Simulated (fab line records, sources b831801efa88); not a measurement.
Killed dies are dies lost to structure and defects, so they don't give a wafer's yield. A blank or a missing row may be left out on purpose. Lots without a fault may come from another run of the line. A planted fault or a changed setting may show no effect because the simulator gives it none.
Which tool did it? | flow gf180mcu | 13 lots, 39 wafers sampled, at 4 steps of a route of 602

WHAT THE GAUGES READ, wafer by wafer
GF_M1_THK_MEAS_06: measures by xrf. Usual: M1_ALCU_THK 439 nm, standard deviation 6.2.
lot  | measured     | on            | M1_ALCU_THK (nm) | flag
L941 | day 16 05:26 | film_metro-03 | 440 442 442      |
L945 | day 17 16:48 | film_metro-02 | 440 430 439      |
L947 | day 18 11:25 | film_metro-03 | 446 448 441      |
L949 | day 19 04:05 | film_metro-03 | 436 431 432      |
L950 | day 19 10:46 | film_metro-03 | 455 452 442      |
L951 | day 20 01:17 | film_metro-02 | 438 437 436      |
L954 | day 21 00:41 | film_metro-03 | 437 438 444      |
L957 | day 22 02:25 | film_metro-03 | 454 438 453      |
L962 | day 23 22:14 | film_metro-03 | 438 437 441      |
L963 | day 24 00:41 | film_metro-04 | 437 423 436      |
L964 | day 24 08:16 | film_metro-04 | 427 437 439      |

WHICH TOOL RAN EACH LOT (tool, then ch and the chambers of the sampled wafers, then the start)
lot  | GF_POLY_GATE_STRIP_14                | GF_SALICIDE_WET_ETCH_01         | GF_CONTACT_STRIP_18
L941 | plasma_asher-04 ch 0,1, day 9 06:13  | wet_bench-02 ch 0, day 15 05:11 | plasma_asher-01 ch 0,1, day 16 04:07
L945 | plasma_asher-02 ch 0,1, day 10 09:22 | wet_bench-02 ch 0, day 16 14:56 | plasma_asher-01 ch 1, day 17 15:29
L947 | plasma_asher-02 ch 0,1, day 11 00:16 | wet_bench-02 ch 0, day 17 09:47 | plasma_asher-01 ch 0,1, day 18 10:05
L949 | plasma_asher-02 ch 0, day 11 14:13   | wet_bench-02 ch 0, day 18 01:31 | plasma_asher-01 ch 0,1, day 19 02:46
L950 | plasma_asher-01 ch 0,1, day 11 18:46 | wet_bench-02 ch 0, day 18 07:29 | plasma_asher-01 ch 0,1, day 19 09:26
L951 | plasma_asher-02 ch 0, day 12 05:28   | wet_bench-04 ch 2, day 18 22:34 | plasma_asher-01 ch 0,1, day 19 23:58
L952 | plasma_asher-02 ch 0,1, day 12 16:59 | wet_bench-03 ch 0, day 19 12:58 | -
L953 | plasma_asher-04 ch 0,1, day 12 17:19 | wet_bench-03 ch 2, day 19 13:52 | -
L954 | plasma_asher-04 ch 0,1, day 13 01:19 | wet_bench-02 ch 1, day 19 21:21 | plasma_asher-04 ch 0,1, day 20 23:16
L957 | plasma_asher-04 ch 0, day 13 22:43   | wet_bench-03 ch 3, day 20 23:30 | plasma_asher-03 ch 0, day 22 00:58
L962 | plasma_asher-01 ch 0, day 15 13:26   | wet_bench-02 ch 2, day 22 20:34 | plasma_asher-03 ch 0,1, day 23 20:55
L963 | plasma_asher-02 ch 0,1, day 15 20:43 | wet_bench-02 ch 2, day 22 23:45 | plasma_asher-04 ch 0,1, day 23 23:21
L964 | plasma_asher-02 ch 0,1, day 16 02:58 | wet_bench-03 ch 0, day 23 06:59 | plasma_asher-01 ch 0,1, day 24 06:57
- GF_POLY_GATE_STRIP_14: strips in O2/N2.
- GF_SALICIDE_WET_ETCH_01: etches SiO2 in dHF, target depth 5 nm, time 100 s.
- GF_CONTACT_STRIP_18: strips in O2/N2.

WHAT THE TOOLS THEMSELVES READ (means of the sampled wafers that have a number; where no wafer has one, the mark that the record gives instead)
GF_POLY_GATE_STRIP_14. Usual: drypump_motor_current_A 5.5 A, standard deviation 0.45; heater_power_w 331 W, standard deviation 11; o2_flow_sccm 2999 sccm, standard deviation 7.5; oes_product_au 0.504 a.u., standard deviation 0.0047.
lot  | tool            | drypump_motor_current_A (A) | heater_power_w (W) | o2_flow_sccm (sccm) | oes_product_au (a.u.) | flag
L941 | plasma_asher-04 | 5.6                         | 336                | 3004                | 0.502                 |
L945 | plasma_asher-02 | 5.6                         | 343                | 2997                | 0.503                 |
L947 | plasma_asher-02 | 5.6                         | 339                | 2993                | 0.506                 |
L949 | plasma_asher-02 | 6.0                         | 344                | 2994                | 0.505                 |
L950 | plasma_asher-01 | 5.5                         | 330                | 2998                | 0.508                 |
L951 | plasma_asher-02 | 6.0                         | 341                | 2992                | 0.504                 |
L952 | plasma_asher-02 | 5.2                         | 329                | 3005                | 0.504                 |
L953 | plasma_asher-04 | 5.6                         | 333                | 3001                | 0.500                 |
L954 | plasma_asher-04 | 5.6                         | 336                | 2991                | 0.505                 |
L957 | plasma_asher-04 | 5.4                         | 330                | 2994                | 0.506                 |
L962 | plasma_asher-01 | 5.4                         | 330                | 3000                | 0.503                 |
L963 | plasma_asher-02 | 5.2                         | 330                | 2999                | 0.505                 |
L964 | plasma_asher-02 | 5.6                         | 335                | 3006                | 0.505                 |

GF_SALICIDE_WET_ETCH_01. Usual: bath_heat_duty_pct 6.3 %, standard deviation 0.79; run_length_s 129 s, standard deviation 4.1.
lot  | tool         | bath_heat_duty_pct (%) | run_length_s (s) | flag
L941 | wet_bench-02 | 5.3                    | 135              |
L945 | wet_bench-02 | 5.4                    | 127              |
L947 | wet_bench-02 | 5.6                    | 128              |
L949 | wet_bench-02 | 5.7                    | 127              |
L950 | wet_bench-02 | 5.5                    | 127              |
L951 | wet_bench-04 | 7.4                    | 134              |
L952 | wet_bench-03 | -                      | -                | OFF
L953 | wet_bench-03 | -                      | -                | OFF
L954 | wet_bench-02 | 7.2                    | 134              |
L957 | wet_bench-03 | 6.6                    | 125              |
L962 | wet_bench-02 | 5.9                    | 134              |
L963 | wet_bench-02 | 5.8                    | 135              |
L964 | wet_bench-03 | 6.3                    | 124              |

GF_CONTACT_STRIP_18. Usual: drypump_motor_current_A 5.58 A, standard deviation 0.21; heater_power_w 321 W, standard deviation 20; o2_flow_sccm 3001 sccm, standard deviation 7.8; oes_product_au 0.581 a.u., standard deviation 0.0052.
lot  | tool            | drypump_motor_current_A (A) | heater_power_w (W) | o2_flow_sccm (sccm) | oes_product_au (a.u.) | flag
L941 | plasma_asher-01 | 5.51                        | 320                | 2999                | 0.577                 |
L945 | plasma_asher-01 | 5.55                        | 322                | 3002                | 0.587                 |
L947 | plasma_asher-01 | 5.51                        | 326                | 3002                | 0.577                 |
L949 | plasma_asher-01 | 5.51                        | 326                | 3010                | 0.580                 |
L950 | plasma_asher-01 | 5.44                        | 320                | 3002                | 0.581                 |
L951 | plasma_asher-01 | 5.48                        | 326                | 3005                | 0.587                 |
L954 | plasma_asher-04 | 5.90                        | 343                | 3002                | 0.583                 |
L957 | plasma_asher-03 | 5.65                        | 315                | 3002                | 0.583                 |
L962 | plasma_asher-03 | 5.64                        | 306                | 3001                | 0.582                 |
L963 | plasma_asher-04 | 5.89                        | 344                | 3003                | 0.583                 |
L964 | plasma_asher-01 | 5.43                        | 322                | 3001                | 0.577                 |

THE ANSWER, worked out from the rows above alone
Rule: a lot is off if the mean of its wafers that have a number lies more than 3 standard deviations from the usual mean. A lot without any number at a reading at which 4 lots or more have one is off too. The other lots that the step has rows for count as sound. The gauges are gone through in route order, then the tools' own readings, and for those a lot's mean is taken as printed above. The first step at which some lot is off is used, and at that step the reading that is off furthest; a lot without a number counts as furthest.
Off: L952, L953, at GF_SALICIDE_WET_ETCH_01 (bath_heat_duty_pct). Without a number there: L952, L953.
A tool fits if, at that step or a process step before it, it ran every lot that is off, and no sound lot after the first of them. None of those tried fits.

WHAT THE SIMULATOR HAD PUT IN
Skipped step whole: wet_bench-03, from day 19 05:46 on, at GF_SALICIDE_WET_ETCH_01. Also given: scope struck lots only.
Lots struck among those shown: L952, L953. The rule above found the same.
